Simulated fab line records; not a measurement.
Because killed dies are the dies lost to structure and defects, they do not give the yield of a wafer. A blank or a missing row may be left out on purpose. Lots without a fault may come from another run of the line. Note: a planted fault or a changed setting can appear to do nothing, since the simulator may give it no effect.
Chamber matching | flow gf180mcu | GF_CONTACT_CVD_02 on pecvd-01 has 3 sister chambers
The step deposits SiO2 from TEOS, target thk 860 nm, time 95.992 s. 3 wafers are shown with their chamber, then 8 later ones without.

WAFERS WITH THEIR CHAMBER
wafer  | chamber | heaterPowerW (W)
L079.4 | 2       | 792
L079.6 | 1       | 681
L085.1 | 0       | 527

WAFERS WITH NO CHAMBER GIVEN
wafer  | heaterPowerW (W)
L085.2 | 795
L085.5 | 550
L087.1 | 677
L087.3 | 605
L087.4 | 555
L092.2 | 477
L092.3 | 805
L092.5 | 699

CHAMBER TAKEN BY EACH
wafer  | from the rows above     | in truth
L085.2 | 2                       | 2
L085.5 | 0                       | 0
L087.1 | 1                       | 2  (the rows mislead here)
L087.3 | can't be placed: 1 or 0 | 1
L087.4 | 0                       | 0
L092.2 | 0                       | 0
L092.3 | 2                       | 2
L092.5 | 1                       | 1
Placed correctly: 6 of 8. Can't be placed from these rows: 1 (the true chamber is among the candidates in 1). 1 placed wrongly.
How it was worked out, from the rows above alone: a wafer's distance from a chamber is the root of the sum, over the readings, of the square of ((its reading less the chamber's mean) divided by the reading's scatter). If the next closest chamber is less than 2 further off than the closest, the wafer can't be placed; otherwise it belongs to the closest. The mean given for a chamber averages the wafers shown for that chamber. The scatter: with one shown wafer a chamber, the root of the mean of the squares of how far each hidden wafer lies from its nearest shown one.
